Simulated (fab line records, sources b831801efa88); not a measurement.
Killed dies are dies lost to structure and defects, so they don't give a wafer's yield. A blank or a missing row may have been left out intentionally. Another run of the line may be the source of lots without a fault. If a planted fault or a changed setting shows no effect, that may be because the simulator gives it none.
Which tool is to blame? -- flow gf180mcu -- 18 wafers sampled from 6 lots at 1 step of a route of 602

## WHAT EACH GAUGE READ, for each wafer
GF_M1_CD_MEAS_14: the cd target is 230 nm.
lot,measured,on,cdNm (nm)
L754,day 18 11:57,cdSem-01,230.3 229.1 229.9
L757,day 19 18:41,cdSem-01,228.5 226.8 228.8
L763,day 21 20:07,cdSem-02,228.7 228.6 228.4
L766,day 22 23:53,cdSem-01,231.9 231.4 230.6
L770,day 24 04:08,cdSem-02,235.0 234.0 234.1
L773,day 25 02:53,cdSem-02,230.8 230.6 230.4

## WHICH TOOL RAN EACH LOT (tool, then ch and the chambers of the sampled wafers, then the start)
The record shows no process step preceding these readings.

## THE ANSWER, worked out from the rows above alone
Rule: the usual values come from the lots themselves. The widest of any qualifying gaps counts: lots, ordered by their means at a reading, are off when they make up no more than a third of the lots, leave a main group of 4 or more, and stand apart from it by 3 or more times the standard deviation of that group's means. The tables above print the reading to a certain number of digits; a main group whose means all agree to those digits is not used. A lot without any number at a reading at which 4 lots or more have one is off too. All remaining lots with rows at the step are treated as sound.
Across all readings shown, no lot is off: no conclusion can be drawn from this.

## WHAT THE SIMULATOR HAD PUT IN
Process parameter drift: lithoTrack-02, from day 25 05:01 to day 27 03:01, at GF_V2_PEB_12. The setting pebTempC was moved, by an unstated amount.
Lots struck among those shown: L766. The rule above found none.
